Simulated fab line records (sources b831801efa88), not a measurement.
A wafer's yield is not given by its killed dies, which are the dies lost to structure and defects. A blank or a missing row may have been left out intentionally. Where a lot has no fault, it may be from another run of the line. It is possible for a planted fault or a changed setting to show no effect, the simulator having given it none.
Tool commonality check -- flow gf180mcu -- 13 lots and 39 wafers in the sample

== REASON IT WAS OPENED ==
Of 13 lots, 2 have the reading NWELL_TW flagged at GF_NWELL_TW_MEAS_11. Wafers without a fault read 1572, standard deviation 14.
Rule: a lot is flagged when every wafer of it that has a number lies more than 4 standard deviations from that mean, or none has a number. As for the other lots, they are considered sound.

lot,measured,on,"NWELL_TW, wafer by wafer",flag
L159,day 3 17:24,film-metro-02,1592 1581 1589,
L160,day 3 19:12,film-metro-02,1583 1588 1583,
L161,day 4 01:50,film-metro-02,1586 1577 1574,
L162,day 4 06:20,film-metro-01,1543 1543 1551,
L163,day 4 12:49,film-metro-01,1552 1544 1549,
L164,day 4 16:22,film-metro-02,1571 1569 1573,
L170,day 6 04:12,film-metro-03,1407 1405 1412,FLAGGED
L173,day 6 18:53,film-metro-02,1419 1432 1423,FLAGGED
L175,day 7 08:17,film-metro-03,1581 1578 1583,
L176,day 7 11:42,film-metro-03,1589 1585 1587,
L177,day 7 16:10,film-metro-03,1589 1580 1581,
L179,day 8 04:10,film-metro-02,1577 1583 1582,
L181,day 8 13:37,film-metro-02,1577 1577 1586,
Average over the flagged lots: 1416; offset from the usual -156, equal to -11 standard deviations.

== WHICH TOOL EACH LOT WENT THROUGH ==
The record holds 1 process step before the reading, out of a route of 602 steps. Cell contents, in order: the tool; ch with the chambers the sampled wafers went through; the start.
lot,flag,GF_NWELL_IMPLANT_08
L159,,"implanter-02 ch 0, day 3 17:00"
L160,,"implanter-01 ch 0, day 3 18:49"
L161,,"implanter-04 ch 0, day 4 01:28"
L162,,"implanter-02 ch 0, day 4 05:56"
L163,,"implanter-04 ch 0, day 4 12:28"
L164,,"implanter-01 ch 0, day 4 15:59"
L170,FLAGGED,"implanter-01 ch 0, day 6 03:48"
L173,FLAGGED,"implanter-01 ch 0, day 6 18:31"
L175,,"implanter-04 ch 0, day 7 07:53"
L176,,"implanter-02 ch 0, day 7 11:18"
L177,,"implanter-04 ch 0, day 7 15:47"
L179,,"implanter-04 ch 0, day 8 03:47"
L181,,"implanter-02 ch 0, day 8 13:14"
What is done by these steps:
- GF_NWELL_IMPLANT_08
- GF_NWELL_TW_MEAS_11

== FLAGGED OVER TOTAL, TOOL BY TOOL (the gauges that took the reading come last) ==
step,tool,lots run,flagged,share of the flagged lots,sound lots run after its first flagged lot
GF_NWELL_IMPLANT_08,implanter-01,4,2,all,0
GF_NWELL_IMPLANT_08,implanter-02,4,0,none,-
GF_NWELL_IMPLANT_08,implanter-04,5,0,none,-
GF_NWELL_TW_MEAS_11,film-metro-01,2,0,none,-
GF_NWELL_TW_MEAS_11,film-metro-02,7,1,some,"2 (L179,L181)"
GF_NWELL_TW_MEAS_11,film-metro-03,4,1,some,"3 (L175,L176,L177)"

== WHAT IS ALLOWED BY THE TABLE ==
Rows of the table that ran each flagged lot: 1, that is implanter-01 at GF_NWELL_IMPLANT_08.
- implanter-01 at GF_NWELL_IMPLANT_08: 2 of its 4 lots flagged. Last sound lot L164 at day 4 15:59, first flagged lot L170 at day 6 03:48; a fault beginning in between fits.
Left over: one tool, implanter-01 at GF_NWELL_IMPLANT_08.

== WHAT WAS PUT IN BY THE SIMULATOR ==
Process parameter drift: implanter-01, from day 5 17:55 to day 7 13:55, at GF_NWELL_IMPLANT_08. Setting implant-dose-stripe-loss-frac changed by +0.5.
Lots struck among those shown: L170, L173. The rule given above showed the same thing.
